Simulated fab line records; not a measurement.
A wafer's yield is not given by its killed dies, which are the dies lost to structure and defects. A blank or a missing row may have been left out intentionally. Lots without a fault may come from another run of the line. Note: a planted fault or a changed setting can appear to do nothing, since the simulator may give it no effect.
Which tool was responsible? + flow sky130 + Sampling: 6 lots, 18 wafers, 2 of 708 route steps

WHAT THE GAUGES READ, wafer by wafer
SKY_SONOS_TUNNEL_CD_MEAS_07 targets a cd of 410 nm.
| lot  | measured     | on       | cdNm (nm)         |
|------|--------------|----------|-------------------|
| L991 | day 12 05:41 | cdSem-02 | 406.5 405.1 405.9 |
| L994 | day 13 06:59 | cdSem-02 | 411.3 411.7 410.2 |
| L999 | day 14 18:49 | cdSem-01 | 392.0 391.0 392.3 |
| L101 | day 15 09:54 | cdSem-02 | 398.1 395.9 399.8 |
| L108 | day 17 23:14 | cdSem-02 | 412.3 408.1 411.1 |
| L110 | day 18 15:43 | cdSem-01 | 412.2 411.7 411.1 |

WHICH TOOL RAN EACH LOT (tool, then ch and the chambers of the sampled wafers, then the start)
| lot  | SKY_SONOS_TUNNEL_EXPOSE_04         |
|------|------------------------------------|
| L991 | ilineStepper-01 ch 0, day 11 17:58 |
| L994 | ilineStepper-01 ch 0, day 12 19:06 |
| L999 | ilineStepper-02 ch 0, day 14 05:47 |
| L101 | ilineStepper-02 ch 0, day 14 20:16 |
| L108 | ilineStepper-01 ch 0, day 17 08:00 |
| L110 | ilineStepper-01 ch 0, day 18 00:54 |
- SKY_SONOS_TUNNEL_EXPOSE_04: exposes mask TUNM, target cd 410 nm.

THE ANSWER, worked out from the rows above alone
Rule: what is usual is taken from the lots themselves. Put in order of their means at a reading, lots are off if they are a third of the lots or fewer, leave a main group of 4 or more, and stand apart from it by a gap of 3 or more times the standard deviation of the main group's means; of several such gaps the widest counts. Not used: any main group whose means are identical at the precision the tables above print for the reading. Also off: a lot with no number at a reading for which 4 or more lots have one. Any other lot the step has rows for is counted as sound.
Off: L999, L101, at SKY_SONOS_TUNNEL_CD_MEAS_07 (cdNm). For the main group the mean is 409.8 nm and the standard deviation 2.3.
A tool fits if, at a process step before that reading, it ran every lot that is off, and no sound lot after the first of them. Gauges at SKY_SONOS_TUNNEL_CD_MEAS_07: tried the same way as those tools. One fits: ilineStepper-02 at SKY_SONOS_TUNNEL_EXPOSE_04. It ran no sound lot before its first lot that is off in this sample, so the start can't be narrowed down.

WHAT WAS PUT IN BY THE SIMULATOR
Drift in process parameters on ilineStepper-02 at SKY_SONOS_TUNNEL_EXPOSE_04, starting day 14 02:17. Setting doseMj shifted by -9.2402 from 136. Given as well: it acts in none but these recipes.
Struck lots among those shown: L999, L101. The rule given above showed the same thing.
